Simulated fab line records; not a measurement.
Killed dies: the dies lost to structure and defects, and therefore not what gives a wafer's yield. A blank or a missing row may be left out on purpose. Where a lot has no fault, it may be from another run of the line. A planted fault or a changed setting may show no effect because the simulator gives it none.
What tool caused it? + flow gf180mcu + 7 lots (21 wafers sampled), 1 step of a 602-step route

== WHAT EACH GAUGE READ, for each wafer ==
GF_VT_IMPLANT_TW_MEAS_43.
| lot  | measured     | on            | VT_IMPLANT_4_TW |
|------|--------------|---------------|-----------------|
| L708 | day 8 06:39  | film-metro-03 | 699 700 699     |
| L710 | day 8 17:08  | film-metro-03 | 700 698 700     |
| L712 | day 9 04:38  | film-metro-01 | 700 698 697     |
| L714 | day 9 18:58  | film-metro-04 | 687 684 687     |
| L719 | day 11 08:17 | film-metro-03 | 690 688 689     |
| L725 | day 12 22:17 | film-metro-03 | 686 691 691     |
| L728 | day 13 18:05 | film-metro-01 | 695 697 693     |

== WHAT TOOL EACH LOT RAN ON (gives the tool, then ch and the chambers of the sampled wafers, and finally the start) ==
Before these readings, the record contains no process step.

== THE ANSWER, worked out from the rows above alone ==
Rule: the usual values come from the lots themselves. Put in order of their means at a reading, lots are off if they are a third of the lots or fewer, leave a main group of 4 or more, and stand apart from it by a gap of 3 or more times the standard deviation of the main group's means; of several such gaps the widest counts. A main group whose means are all the same, to the digits that the tables above print for the reading, isn't used. Also off: a lot with no number at a reading for which 4 or more lots have one. Any other lot the step has rows for is counted as sound.
Nothing can be told from this: no lot is off at any reading shown.

== WHAT THE SIMULATOR HAD INSERTED ==
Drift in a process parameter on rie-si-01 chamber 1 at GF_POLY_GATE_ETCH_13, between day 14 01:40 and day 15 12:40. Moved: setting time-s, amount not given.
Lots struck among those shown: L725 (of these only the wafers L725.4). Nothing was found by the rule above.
